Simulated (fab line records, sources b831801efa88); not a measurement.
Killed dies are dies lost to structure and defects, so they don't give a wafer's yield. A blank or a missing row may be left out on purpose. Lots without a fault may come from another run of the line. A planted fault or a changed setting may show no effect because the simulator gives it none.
One fault seen from 2 desks | flow gf180mcu | each desk has only its own numbers; what lay behind them comes last

THE METROLOGY DESK
What the gauges read, lot by lot, whatever tool the lot ran on: means of the sampled wafers that have a number. A lot is out of limits, marked OUT, if its mean lies more than 4 standard deviations from the usual mean; the brackets give that distance.
Columns: A = HV_LDD_01_OVL at GF_HV_LDD_OVL_MEAS_20, usual -1.8 nm
lot  | first seen here | A
L696 | day 10 19:46    | -2.2
L698 | day 11 11:24    | -1.7
L699 | day 11 20:58    | -3.2
L703 | day 13 07:55    | -2.6
L704 | day 13 11:22    | -2.6
L706 | day 14 00:39    | -1.7
L709 | day 14 21:57    | -1.9
L712 | day 15 22:46    | -4.4
L713 | day 16 04:49    | -1.9
L714 | day 16 22:13    | -0.4
L715 | day 16 23:21    | -1.4
L716 | day 17 06:13    | -0.5
L717 | day 17 23:25    | -1.1
L719 | day 18 06:11    | -0.8
This desk's finding: nothing out of limits on any of the 14 lots.

THE TOOL OWNER'S DESK: litho_track-04
The tool's own readings at GF_SAB_DEHYDRATE_02 (time 60 s): means of the sampled wafers that have a number, for each lot that ran on this tool. A lot is out of limits, marked OUT, if its mean lies more than 4 standard deviations from the usual mean; the brackets give that distance.
Columns: A = plate_temp_C at GF_SAB_DEHYDRATE_02, usual 199.98 C; B = run_length_s at GF_SAB_DEHYDRATE_02, usual 89.02 s
lot  | first seen here | A      | B
L698 | day 15 10:38    | 200.13 | 88.94
L703 | day 17 13:34    | 199.75 | 94.90 (+45) OUT
L704 | day 17 20:29    | 200.09 | 97.50 (+65) OUT
L706 | day 18 08:14    | 199.89 | 97.69 (+67) OUT
L713 | day 20 19:23    | 200.13 | 89.01
L714 | day 21 14:23    | 199.95 | 88.84
L715 | day 21 16:01    | 199.89 | 88.92
This desk's finding: out of limits on L703, L704, L706; first on L703, day 17 13:34 (run_length_s at GF_SAB_DEHYDRATE_02). In limits: L698, L713, L714, L715.

PUT TOGETHER
The tool owner's desk could have raised an alarm at day 17 13:34, on L703, L704, L706.
The metrology desk saw nothing out of limits.
The metrology desk has L703, L704, L706 on record, within its limits.
Of the lots named, all ran GF_SAB_DEHYDRATE_02 on litho_track-04.

WHAT THE SIMULATOR HAD PUT IN
Process parameter drift: litho_track-04, from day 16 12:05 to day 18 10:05, at GF_SAB_DEHYDRATE_02. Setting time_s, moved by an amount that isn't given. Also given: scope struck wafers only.
Lots struck among those shown: L703, L704, L706.
Hours from the fault's start to each desk's first reading out of limits: the tool owner's desk, 25.
